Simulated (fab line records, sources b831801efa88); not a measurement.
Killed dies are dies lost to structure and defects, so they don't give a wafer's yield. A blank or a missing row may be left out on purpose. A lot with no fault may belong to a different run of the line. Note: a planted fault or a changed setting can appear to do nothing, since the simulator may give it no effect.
Struck lot and sound lot, side by side    flow sky130    17 steps out of a route of 708
Sound: these wafers, L746.3, L746.4, L746.6. The struck wafers were L738.2, L738.4, L738.5. The cause is named last.
At each step with rows: each side's tool, then ch and its chambers, then its first start. Under that, the readings that differ: sound wafers    struck wafers    difference of the means    sigmas: that difference in standard deviations of wafers without a fault.
alike: readings whose means differ by less than 2 such deviations, and words and numbers that are the same on both sides. not compared: withheld readings, readings that some wafer has no value for, bounds like >300 that may hide the same value, and numbers for which the record gives no deviation and whose values overlap.
A row with sigmas, a row that says differs or no value, or rows on one side alone: a step with any of these is where the two part. When numbers do not overlap yet have no deviation, they are printed without sigmas and do not part them. A reading that every wafer of one side lacks parts them only if that side has two wafers or more.

first, 5 steps without rows for these wafers: SKY_SD_N_COAT_02 (resist thk 1140 nm); SKY_SD_N_SOFTBAKE_03 (time 60 s); SKY_SD_N_EXPOSE_04 (exposes mask NSDM, target cd 380 nm); SKY_SD_N_PEB_05; SKY_SD_N_DEVELOP_06 (develop time 60 s).
SKY_SD_N_CD_MEAS_07: the cd target is 380 nm.
  sound: cdSem-02 at day 33 08:40; struck: cdSem-01 at day 30 07:57
reading    sound              struck             difference  sigmas
cdNm (nm)  376.9 378.2 378.3  381.7 382.8 385.0  +5.4        +2
SKY_SD_N_OVL_MEAS_08:
  sound: overlay-01 at day 33 08:46; struck: overlay-01 at day 30 08:03
  alike: SD_N_OVL
then, 2 steps without rows for these wafers: SKY_SD_N_IMPLANT_09; SKY_SD_N_IMPLANT_10.
SKY_SD_N_STRIP_11: strips in O2/N2.
  sound on plasmaAsher-02 ch 0,1, day 33 09:07; struck on plasmaAsher-01 ch 0,1, day 30 08:23
reading            sound              struck             difference  sigmas
n2FlowSccm (sccm)  301.5 300.3 302.0  299.7 299.7 298.3  -2.0        -2
  alike: drypumpMotorCurrentA, oesProductAu, stripTimeToEndpointS
  not compared: rfHoursCounterH
SKY_SD_N_TW_MEAS_12:
  sound: filmMetro-02 at day 33 09:13; struck: filmMetro-02 at day 30 08:29
  alike: SD_N_TW
then, 1 step without rows for these wafers: SKY_SD_N_CLEAN_13 (cleans in SC1/SC2, time 150 s).
SKY_SD_N_RTA_14: time 2 s.
  sound on rtpAnneal-02 ch 0, day 33 09:19; struck on rtpAnneal-02 ch 0, day 30 08:36
reading           sound                 struck                difference  sigmas
wafer_temp_C_max  1076.1 1076.2 1078.9  1087.1 1087.0 1084.1  +9.0        +7
  alike: chamberO2Ppm, lampPowerPct, rampDownCPerS
SKY_SD_N_RS_MEAS_16: measures by four-point-probe.
  sound: filmMetro-01 at day 33 09:31; struck: filmMetro-03 at day 30 08:47
reading           sound              struck             difference  sigmas
SD_N_RS (ohm/sq)  68.69 68.53 68.64  67.30 67.09 67.24  -1.41       -11
SKY_SD_N_RS_MEAS_17: measures by four-point-probe.
  sound: filmMetro-01 at day 33 09:38; struck: filmMetro-03 at day 30 08:55
reading           sound              struck             difference  sigmas
SD_P_RS (ohm/sq)  147.2 147.1 147.1  140.2 140.1 140.2  -7.0        -18
SKY_SD_N_RS_MEAS_18: measures by four-point-probe.
  sound: filmMetro-01 at day 33 09:45; struck: filmMetro-03 at day 30 09:02
  alike: RES_XHIGH_RS
-- record jumps: 17 days separate the struck wafers' starts on either side; left off in module SD_N, taken up again in module PAD_OPEN, whose first shown step is the route's number 708 --
SKY_PAD_OPEN_PROBE_99:
  sound: prober-02 at day 49 20:08; struck: prober-01 at day 47 14:21
reading                           sound              struck             difference  sigmas
model.etest.resXhighPo.lineOhmUm  5612 5657 5688     5539 5308 5501     -203        
model.etest.resXhighPo.rsOhmSq    1981 1982 1959     1957 1912 1884     -56         
model.etest.resPdiff.lineOhmUm    1350 1360 1380     1340 1309 1326     -38         
model.etest.resHighPo.lineOhmUm   744.1 742.3 746    719.9 705.9 715.8  -30.3       
model.etest.resHighPo.rsOhmSq     260.6 261.1 257.5  252.4 251.4 249.9  -8.5        
model.etest.resPdiffHv.rsOhmSq    190.1 191.9 188.6  182.5 179.1 182.1  -9.0        
  alike: killed_at_M0_to_M3, killed_at_M4_up, killedAtContacts, killedAtFrontEnd, killedAtOther, killedDies, killedOpen, killedShort
  not compared: model.etest.pfet_01v8.rOnOhmUm, model.etest.liconHighPo.rcOhm

WHERE THEY PART
At SKY_SD_N_CD_MEAS_07 first; at SKY_SD_N_RS_MEAS_17 last (within this record only). Later steps at which nothing parts them and some readings are alike: SKY_SD_N_RS_MEAS_18, SKY_PAD_OPEN_PROBE_99.

WHY: the cause the simulator had injected
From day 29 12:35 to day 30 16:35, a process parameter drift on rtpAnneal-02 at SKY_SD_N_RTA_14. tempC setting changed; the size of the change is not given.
